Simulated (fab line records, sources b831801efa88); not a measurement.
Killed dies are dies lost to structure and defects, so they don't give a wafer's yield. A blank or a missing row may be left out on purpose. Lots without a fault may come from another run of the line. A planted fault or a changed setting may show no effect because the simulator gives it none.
fab line records | flow sky130
record lots=12 wafers=36 last_day=50
route steps=708 shown VIA1@459 METAL2@484
lots that met no fault: from a run of the same line without faults
start_h: hours from the record's first day to the start of the lot's first wafer shown | wait_h: hours since the lot's step before | " the same as in the row above | L1.1+2: a row that stands for several wafers | - no value, or no start given | * or withheld: withheld | < > ~ a bound
route shown NAME@n: a module of which the file shows steps, and the number in the route of the first | usual: mean/standard deviation of fault-free wafers | same: alike in all rows | chamber/n: place in a boat | sites: the reading at each site | _std_site: their standard deviation | _edge_site: outer sites' mean less inner sites' | radius_mm: how far each site lies from the wafer's centre | mask NAME#n: copy n | behind: the tool/chamber that last shaped the wafer | hold: why the lot was held/for how many hours/how that ended | device: the transistor (n, p or np) that didn't switch | end of line: the same wafers' tests at the end of the route | a step without rows: its recipe alone | killed: dies lost to structure and defects at the first sort, not the wafer's yield | map: a wafer's dies, x killed, . not, _ none there
set.NAME: the setting as run; set.NAME@STEP: as run at that earlier step | model.NAME: the simulator's own value behind a step, which no gauge read
steps of the route over a sample of lots; a table a step, a row a wafer
services: from which hour (start_h, from the record's first day; less than 0 if before it) a tool's chamber was out of use, for how many hours, and why
## steps
# step SKY_VIA1_THK_MEAS_01
# recipe reads=SiO2_of_VIA1_HDPCVD_00
# usual VIA1_HDPCVD_THK=1031/10
# columns lot.wafer tool chamber start_h wait_h VIA1_HDPCVD_THK[nm]
L692.2 film_metro-02 - 753.67 0.1 1048
L692.5 " - " " 1037
L692.6 " - " " 1031
L693.2 film_metro-02 - 758.77 0.1 1023
L693.4 " - " " 1016
L693.6 " - " " 1031
L694.1 film_metro-04 - 771.76 0.1 1040
L694.2 " - " " 1036
L694.3 " - " " 1030
L695.1 film_metro-04 - 778.92 0.1 1033
L695.2 " - " " 1039
L695.4 " - " " 1023
L697.1 film_metro-02 - 813.79 0.1 1045
L697.2 " - " " 1036
L697.6 " - " " 1031
L700.1 film_metro-01 - 824.10 0.1 1032
L700.2 " - " " 1034
L700.5 " - " " 1024
L703.1 film_metro-02 - 852.46 0.1 1019
L703.2 " - " " 1001
L703.4 " - " " 1014
L704.1 film_metro-04 - 854.56 0.1 1035
L704.2 " - " " 1030
L704.4 " - " " 1022
L705.1 film_metro-02 - 857.34 0.1 1041
L705.4 " - " " 1040
L705.5 " - " " 1042
L713.1 film_metro-02 - 929.89 0.1 1030
L713.4 " - " " 1018
L713.5 " - " " 1019
L715.1 film_metro-01 - 934.34 0.1 1022
L715.4 " - " " 1034
L715.5 " - " " 1015
L714.2 film_metro-01 - 934.87 0.1 1044
L714.5 " - " " 1028
L714.6 " - " " 1051
# step SKY_METAL2_SPUTTER_01
# recipe material=TiN target_thk_nm=20 power_w=6500 time_s=16.7 chamber_pressure_pa=0.4
# usual throttle_valve_pct=29.6/0.85
# columns lot.wafer tool chamber start_h wait_h throttle_valve_pct
L692.2 pvd_sputter-01 - 782.29 0.0 30.2
L692.5 " - " " 29.0
L692.6 " - " " 28.2
L693.2 pvd_sputter-03 - 788.59 0.0 29.3
L693.4 " - " " 29.3
L693.6 " - " " 29.6
L694.1 pvd_sputter-02 - 800.52 0.0 28.6
L694.2 " - " " 29.7
L694.3 " - " " 29.4
L695.1 pvd_sputter-03 - 808.06 0.0 29.1
L695.2 " - " " 29.1
L695.4 " - " " 29.3
L697.1 pvd_sputter-01 - 841.26 0.0 29.0
L697.2 " - " " 30.2
L697.6 " - " " 28.9
L700.1 pvd_sputter-02 - 851.26 0.0 31.4
L700.2 " - " " 29.6
L700.5 " - " " 28.8
L703.1 pvd_sputter-02 - 880.86 0.0 31.4
L703.2 " - " " 28.6
L703.4 " - " " 29.6
L704.1 pvd_sputter-03 - 882.55 0.0 29.9
L704.2 " - " " 29.4
L704.4 " - " " 29.3
L705.1 pvd_sputter-03 - 885.35 0.0 29.4
L705.4 " - " " 29.8
L705.5 " - " " 29.5
L713.1 pvd_sputter-03 - 956.41 0.0 29.7
L713.4 " - " " 30.0
L713.5 " - " " 29.6
L715.1 pvd_sputter-01 - 960.54 0.0 30.0
L715.4 " - " " 28.1
L715.5 " - " " 29.0
L714.2 pvd_sputter-03 - 961.51 0.0 29.2
L714.5 " - " " 30.0
L714.6 " - " " 29.6
# step SKY_METAL2_ETCH_18
# recipe chemistry=N2/H2 target=BARC ion_energy_ev=200 bias_w=100 pressure_mtorr=30 n2_flow_sccm=100 h2_flow_sccm=200 icp_w=500 stop_on=SiO2 time_s=45.9 target_depth_a=600
# usual drypump_motor_current_A=6.0/0.49 oes_product_au=0.855/0.0045 rf_fwd_power_W=496.3/1.6 throttle_valve_pct=13.225/0.0088
# columns lot.wafer tool chamber start_h wait_h drypump_motor_current_A oes_product_au rf_fwd_power_W rf_hours_counter_h throttle_valve_pct
L692.2 rie_metal-01 0 808.99 0.0 6.4 0.858 495.8 15 13.230
L692.5 " 1 " " 6.5 0.853 498.0 - 13.228
L692.6 " 0 " " 6.4 0.849 494.7 - 13.238
L693.2 rie_metal-01 0 818.38 0.0 6.4 0.857 494.3 15 13.234
L693.4 " 1 " " 6.5 0.853 495.3 - 13.234
L693.6 " 1 " " 6.5 0.863 495.3 - 13.222
L694.1 rie_metal-01 1 826.99 0.0 6.5 0.858 498.8 6 13.217
L694.2 " 0 " " 6.3 0.844 497.4 15 13.239
L694.3 " 0 " " 6.3 0.853 497.6 - 13.212
L695.1 rie_metal-01 1 834.87 0.1 6.5 0.857 495.7 6 13.224
L695.2 " 1 " " 6.5 0.856 495.2 - 13.243
L695.4 " 1 " " 6.5 0.865 495.0 - 13.231
L697.1 rie_metal-01 1 866.68 0.0 6.5 0.857 496.1 8 13.229
L697.2 " 0 " " 6.3 0.852 497.0 1 13.216
L697.6 " 0 " " 6.3 0.851 497.2 - 13.233
L700.1 rie_metal-03 1 876.74 0.0 6.2 0.846 497.7 3 13.217
L700.2 " 0 " " 5.5 0.856 494.9 7 13.219
L700.5 " 1 " " 6.2 0.857 493.7 - 13.222
L703.1 rie_metal-01 0 906.43 0.0 6.3 0.853 417.1 3 13.239
L703.2 " 1 " " 6.5 0.845 415.9 10 13.224
L703.4 " 0 " " 6.4 0.849 414.5 - 13.231
L704.1 rie_metal-03 1 908.93 0.0 6.2 0.854 493.8 5 13.226
L704.2 " 0 " " 5.6 0.857 492.1 9 13.223
L704.4 " 1 " " 6.2 0.851 495.0 - 13.236
L705.1 rie_metal-01 0 911.39 0.0 6.4 0.852 417.4 4 13.216
L705.4 " 1 " " 6.5 0.859 415.9 - 13.227
L705.5 " 1 " " 6.5 0.850 412.9 - 13.222
L713.1 rie_metal-02 1 980.03 0.0 5.2 0.861 495.3 17 13.230
L713.4 " 0 " " 5.6 0.853 497.1 - 13.209
L713.5 " 1 " " 5.2 0.858 497.0 - 13.217
L715.1 rie_metal-01 1 984.93 0.0 6.5 0.851 494.7 14 13.228
L715.4 " 0 " " 6.3 0.854 495.6 - 13.221
L715.5 " 0 " " 6.4 0.853 492.0 - 13.223
L714.2 rie_metal-02 1 985.51 0.0 5.2 0.850 496.2 18 13.239
L714.5 " 0 " " 5.6 0.848 500.6 - 13.224
L714.6 " 1 " " 5.2 0.854 494.8 - 13.215
# step SKY_METAL2_STRIP_20
# recipe chemistry=O2/N2 power_w=1400 pressure_mtorr=1500 platen_temp_c=withheld o2_flow_sccm=3000 n2_flow_sccm=300 overash_fraction=0.5
# usual drypump_motor_current_A=5.7/0.51 oes_product_au=0.344/0.0048 strip_time_to_endpoint_s=2.71/0.048
# columns lot.wafer tool chamber start_h wait_h drypump_motor_current_A oes_product_au rf_hours_counter_h strip_time_to_endpoint_s
L692.2 plasma_asher-03 0 809.14 0.1 5.4 0.337 6 2.64
L692.5 " 1 " " 5.3 0.342 - 2.71
L692.6 " 0 " " 5.4 0.338 - 2.66
L693.2 plasma_asher-03 1 818.53 0.1 5.4 0.342 7 2.70
L693.4 " 0 " " 5.4 0.339 - 2.75
L693.6 " 1 " " 5.4 0.344 - 2.75
L694.1 plasma_asher-03 1 827.14 0.1 5.4 0.347 8 2.79
L694.2 " 0 " " 5.4 0.335 8 2.65
L694.3 " 1 " " 5.4 0.345 - 2.72
L695.1 plasma_asher-02 1 835.17 0.1 6.0 0.344 66 2.77
L695.2 " 0 " " 6.4 0.347 66 2.76
L695.4 " 1 " " 6.0 0.346 - 2.76
L697.1 plasma_asher-02 1 866.83 0.1 5.9 0.347 69 2.80
L697.2 " 0 " " 6.4 0.348 69 2.70
L697.6 " 1 " " 6.0 0.341 - 2.69
L700.1 plasma_asher-04 1 876.89 0.1 5.8 0.344 43 2.72
L700.2 " 0 " " 4.7 0.344 43 2.59
L700.5 " 1 " " 5.8 0.345 - 2.69
L703.1 plasma_asher-04 0 906.58 0.1 4.7 0.344 46 2.79
L703.2 " 1 " " 5.8 0.346 46 2.82
L703.4 " 1 " " 5.8 0.348 - 2.76
L704.1 plasma_asher-03 0 909.08 0.1 5.4 0.345 16 2.75
L704.2 " 1 " " 5.4 0.347 16 2.65
L704.4 " 1 " " 5.4 0.347 - 2.77
L705.1 plasma_asher-03 1 911.54 0.1 5.3 0.350 16 2.78
L705.4 " 0 " " 5.4 0.349 - 2.83
L705.5 " 0 " " 5.4 0.339 - 2.84
L713.1 plasma_asher-02 1 980.18 0.1 6.0 0.340 79 2.66
L713.4 " 0 " " 6.4 0.349 - 2.73
L713.5 " 0 " " 6.4 0.337 - 2.67
L715.1 plasma_asher-02 0 985.08 0.1 6.4 0.345 80 2.73
L715.4 " 0 " " 6.4 0.346 - 2.64
L715.5 " 1 " " 6.0 0.343 - 2.67
L714.2 plasma_asher-03 1 985.66 0.1 5.3 0.344 24 2.70
L714.5 " 1 " " 5.3 0.353 - 2.73
L714.6 " 0 " " 5.4 0.346 - 2.68
## services
# columns tool chamber start_h hours kind
pvd_sputter-03 - 766.60 3.1 repair
rie_metal-03 1 773.46 - clean
rie_metal-03 1 773.46 12.0 scheduled_down
rie_metal-03 1 773.46 12.0 vent_cycle
rie_metal-03 - 805.36 4.3 pm
rie_metal-01 0 829.44 - clean
rie_metal-01 0 829.44 12.8 scheduled_down
rie_metal-01 0 829.44 12.8 vent_cycle
plasma_asher-03 - 855.42 2.8 pm
plasma_asher-04 - 869.92 5.3 repair
pvd_sputter-01 - 870.55 4.3 repair
plasma_asher-03 - 892.76 7.6 repair
plasma_asher-02 - 902.07 15.6 pm
rie_metal-02 - 920.07 4.3 pm
rie_metal-01 - 959.68 2.8 pm
plasma_asher-02 - 969.70 1.8 repair
rie_metal-03 - 983.41 4.6 repair
## key
first_sign step=SKY_METAL2_ETCH_18 reading=rf_fwd_power_W direction=down sigmas=51 usual=496.3 struck=415.6
effect none on later readings
met_at SKY_METAL2_ETCH_18
struck_lots L703,L705
not_acting_at SKY_VIA1_THK_MEAS_01,SKY_METAL2_SPUTTER_01,SKY_METAL2_STRIP_20
onset_between 866.68 906.43
fault kind=process_parameter_drift tool=rie_metal-01 chamber=- onset_h=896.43 steps=SKY_METAL2_ETCH_18 channel=icp_w offset=-80 shape=step end_h=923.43 acts_in=these_recipes_only stated=500
